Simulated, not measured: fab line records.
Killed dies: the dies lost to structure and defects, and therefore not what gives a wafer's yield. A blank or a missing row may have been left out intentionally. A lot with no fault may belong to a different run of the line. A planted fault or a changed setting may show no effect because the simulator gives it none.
A lot that was struck, set against a sound lot / flow sky130 / 15 out of 708 route steps
Sound: the wafers L712.2, L712.3, L712.5. The struck wafers were L728.3, L728.5, L728.6. The cause is named last.
For every step that has rows: the tool of each side, followed by ch and its chambers, followed by its first start. Under that, the readings that differ: sound wafers / struck wafers / difference of the means / sigmas: that difference in standard deviations of wafers without a fault.
alike: words and numbers the same on both sides, and readings whose means are apart by under 2 such deviations; not compared: readings that were withheld, readings missing a value for some wafer, numbers with overlapping values and no deviation given by the record, and bounds like >300 which may hide the same value.
Wherever a step has rows on one side only, a row that says differs or no value, or a row with sigmas, the two part there. When numbers do not overlap yet have no deviation, they are printed without sigmas and do not part them. A reading that every wafer of one side lacks parts them only if that side has two wafers or more.

first, 3 steps without rows for these wafers: SKY_SONOS_ONO_WET_ETCH_18 (etches Si3N4 in H3PO4, target depth 15 nm, time 172 s); SKY_GATE_OXIDE_CLEAN_00 (cleans in SC1/SC2, time 150 s); SKY_GATE_OXIDE_OXIDATION_01 (stabilise 600 s, purge 300 s, target thk 10.268 nm).
SKY_GATE_OXIDE_THK_MEAS_02:
  sound on film_metro-03 at day 12 19:13; struck on film_metro-04 at day 19 03:06
  alike: GATE_OXIDE_OXIDATION_00_THK
then, 7 steps without rows for these wafers: SKY_GATE_OXIDE_DEHYDRATE_03 (time 60 s); SKY_GATE_OXIDE_HMDS_04 (prime time 60 s); SKY_GATE_OXIDE_COAT_05 (resist thk 1140 nm); SKY_GATE_OXIDE_SOFTBAKE_06 (time 60 s); SKY_GATE_OXIDE_EXPOSE_07 (exposes mask LVOM, target cd 600 nm); SKY_GATE_OXIDE_PEB_08; SKY_GATE_OXIDE_DEVELOP_09 (develop time 60 s).
SKY_GATE_OXIDE_OVL_MEAS_10:
  sound on overlay-01 at day 13 20:11; struck on overlay-02 at day 20 09:50
  alike: GATE_OXIDE_OVL
SKY_GATE_OXIDE_IMPLANT_11:
  sound on implanter-02 ch 0, day 13 20:15; struck on implanter-02 ch 0, day 20 09:54
reading=dose_ions_cm2; sound=2.6013e+12 2.5987e+12 2.5999e+12; struck=2.723e+12 2.7222e+12 2.7219e+12; difference=+1.224e+11; sigmas=+51
then, 1 step without rows for these wafers: SKY_GATE_OXIDE_WET_ETCH_12 (etches SiO2 in dHF, target depth 16.8 nm, time 336 s).
-- the record jumps here: 30 days lie between the struck wafers' starts before and after (it left off in module GATE_OXIDE and takes up again in module PAD_OPEN, whose first step shown is number 708 of the route) --
SKY_PAD_OPEN_PROBE_99:
  sound on prober-01 at day 46 03:10; struck on prober-01 at day 50 06:13
reading=model.etest.pfet_01v8_lvt.off_log10_a_um; sound=-8.55 -8.627 -8.613; struck=-8.178 -8.134 -8.281; difference=+0.399; sigmas=
reading=model.etest.pfet_01v8_lvt.vt_sat_v (V); sound=-0.4174 -0.4168 -0.4166; struck=-0.3701 -0.3669 -0.3692; difference=+0.0482; sigmas=
reading=model.etest.pfet_01v8_lvt.vt_v (V); sound=-0.512 -0.5107 -0.5107; struck=-0.4651 -0.4622 -0.4653; difference=+0.0469; sigmas=
reading=model.etest.pfet_01v8_lvt.vt_long_v (V); sound=-0.6333 -0.6319 -0.63; struck=-0.5903 -0.5879 -0.5919; difference=+0.0417; sigmas=
reading=model.etest.pfet_01v8_lvt.body_rise_v (V); sound=-0.2069 -0.206 -0.2085; struck=-0.2186 -0.2189 -0.2171; difference=-0.0111; sigmas=
  alike: killed_at_M0_to_M3, killed_at_M4_up, killed_at_contacts, killed_at_front_end, killed_at_other, killed_dies, killed_open, killed_short
  not compared: model.etest.pfet_01v8_lvt.drive_ua_um

== WHERE THEY PART ==
Only at SKY_GATE_OXIDE_IMPLANT_11, as far as this record shows. Later steps at which nothing parts them and some readings are alike: SKY_PAD_OPEN_PROBE_99.

WHY: the cause the simulator had injected
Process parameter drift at SKY_GATE_OXIDE_IMPLANT_11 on implanter-02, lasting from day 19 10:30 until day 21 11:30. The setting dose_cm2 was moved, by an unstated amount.
